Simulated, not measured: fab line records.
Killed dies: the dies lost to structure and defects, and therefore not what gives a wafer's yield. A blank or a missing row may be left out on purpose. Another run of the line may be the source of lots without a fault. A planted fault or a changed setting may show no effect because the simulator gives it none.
Struck lot and sound lot, side by side | flow sfq line | 21 out of 325 route steps
Sound: wafers L927.1, L927.2, L927.4. Struck: wafer L933.6. (L933.2, L933.4 of the same lot were not struck and are left out.) The cause comes at the end.
Each step with rows lists, per side, the tool, then ch with its chambers, then its first start. Under that, the readings that differ: sound wafers | struck wafers | difference of the means | sigmas: that difference in standard deviations of wafers without a fault.
alike: readings whose means differ by less than 2 such deviations, and words and numbers that are the same on both sides. not compared: withheld readings, readings that some wafer has no value for, bounds like >300 that may hide the same value, and numbers for which the record gives no deviation and whose values overlap.
A row with sigmas, a row that says differs or no value, or rows on one side alone: a step with any of these is where the two part. Non-overlapping numbers with no deviation appear without sigmas and do not part them. A reading that every wafer of one side lacks parts them only if that side has two wafers or more.

first, 2 steps without rows for these wafers: SFQ_TRILAYER_M3_LITHO_PEB_078 (peb time 60 s); SFQ_TRILAYER_M3_LITHO_DEVELOP_077 (time 60 s).
SFQ_M3_OVL_MEAS_921:
  struck on overlay-02, day 47 05:20; sound on overlay-01, day 39 07:00
  reading     | sound   | struck | difference | sigmas
  M3_OVL (nm) | 0 -7 -3 | 9      | +12        | +2
SFQ_TRILAYER_M3_BARC_OPEN_METAL_ETCH_100: etches BARC in O2, target depth 125 nm, time 41.7 s.
  sound on rie metal-04 ch 0,1, day 39 07:02; struck on rie metal-01 ch 0, day 47 05:22
  alike: drypump motor current A, oes product au
  not compared: rf hours counter h
then, 3 steps without rows for these wafers: SFQ_TRILAYER_M3_ETCH_METAL_ETCH_078 (etches Nb in Cl2/Ar, stops on SiO2, target depth 240 nm, time 120 s); SFQ_TRILAYER_M3_STRIP_STRIP_079 (strips in O2); SFQ_TRILAYER_M3_STRIP_SOLV_CLEAN_080 (cleans in NMP, time 600 s).
SFQ_TRILAYER_I3_DEP_PECVD_081: deposits SiO2 from SiH4/N2O, time 111.11 s, target thk 500 nm.
  sound on pecvd-01 ch 0,1,2, day 39 08:00; struck on pecvd-03 ch 2, day 47 06:20
  alike: heater power w, throttle valve pct
  not compared: since wet clean h
then, 1 step without rows for these wafers: SFQ_TRILAYER_I3_CMP_CMP_082 (polishes SiO2).
SFQ_I3_BOW_MEAS_922:
  struck on film metro-03, day 47 09:26; sound on film metro-04, day 39 11:40
  alike: I3_BOW
SFQ_TRILAYER_I3_METRO_MEASURE_083:
  struck on film metro-03, day 47 09:44; sound on film metro-04, day 39 11:47
  alike: thk nm
then, 1 step without rows for these wafers: SFQ_TRILAYER_I3_VIA_LITHO_COAT_090 (resist thk 62 nm).
SFQ_TRILAYER_I3_VIA_LITHO_COAT_085: resist thk 650 nm.
  sound on litho track-01 ch 0, day 39 13:17; struck on litho track-01 ch 0, day 47 11:05
  reading                                                 | sound             | struck | difference | sigmas
  model.KrF_of_TRILAYER_I3_VIA_LITHO_COAT_085.thk nm (nm) | 648.8 650.2 649.4 | 666.1  | +16.6      |
then, 4 steps without rows for these wafers: SFQ_TRILAYER_I3_VIA_LITHO_SOFTBAKE_089; SFQ_TRILAYER_I3_VIA_LITHO_EXPOSE_086 (exposes mask I3, target cd 500 nm); SFQ_TRILAYER_I3_VIA_LITHO_PEB_088 (peb time 60 s); SFQ_TRILAYER_I3_VIA_LITHO_DEVELOP_087 (time 60 s).
-- the record jumps here: 3 days lie between the struck wafers' starts before and after --
SFQ_I3_OVL_MEAS_923:
  struck on overlay-01, day 50 19:55; sound on overlay-01, day 45 17:14
  alike: I3_OVL
SFQ_TRILAYER_I3_VIA_BARC_OPEN_VIA_ETCH_121: etches BARC in O2, target depth 125 nm, time 41.7 s.
  sound on rie diel-01 ch 0,1,2, day 45 17:16; struck on rie diel-04 ch 0, day 50 19:56
  alike: drypump motor current A, oes product au
  not compared: rf hours counter h
SFQ_TRILAYER_I3_VIA_ETCH_VIA_ETCH_088: etches SiO2 in CHF3, stops on Nb, target depth 260 nm.
  sound on rie diel-01 ch 0,1,2, day 45 17:19; struck on rie diel-04 ch 0, day 50 19:59
  reading                                                 | sound           | struck | difference | sigmas
  model.KrF_of_TRILAYER_I3_VIA_LITHO_COAT_085.thk nm (nm) | 527 526.9 527.9 | 544.5  | +17.2      |
  alike: drypump motor current A, oes product au
SFQ_TRILAYER_I3_VIA_STRIP_STRIP_089: strips in O2.
  sound on rie metal-03 ch 0,1, day 45 17:25; struck on rie metal-04 ch 1, day 50 20:06
  alike: drypump motor current A, oes product au, platen temp c
  not compared: rf hours counter h

WHERE THEY PART
Only at SFQ_M3_OVL_MEAS_921, as far as this record shows. Later steps at which nothing parts them and some readings are alike: SFQ_TRILAYER_M3_BARC_OPEN_METAL_ETCH_100, SFQ_TRILAYER_I3_DEP_PECVD_081, SFQ_I3_BOW_MEAS_922, SFQ_TRILAYER_I3_METRO_MEASURE_083, SFQ_I3_OVL_MEAS_923, SFQ_TRILAYER_I3_VIA_BARC_OPEN_VIA_ETCH_121, SFQ_TRILAYER_I3_VIA_ETCH_VIA_ETCH_088, SFQ_TRILAYER_I3_VIA_STRIP_STRIP_089.

WHY: whatever the simulator had introduced
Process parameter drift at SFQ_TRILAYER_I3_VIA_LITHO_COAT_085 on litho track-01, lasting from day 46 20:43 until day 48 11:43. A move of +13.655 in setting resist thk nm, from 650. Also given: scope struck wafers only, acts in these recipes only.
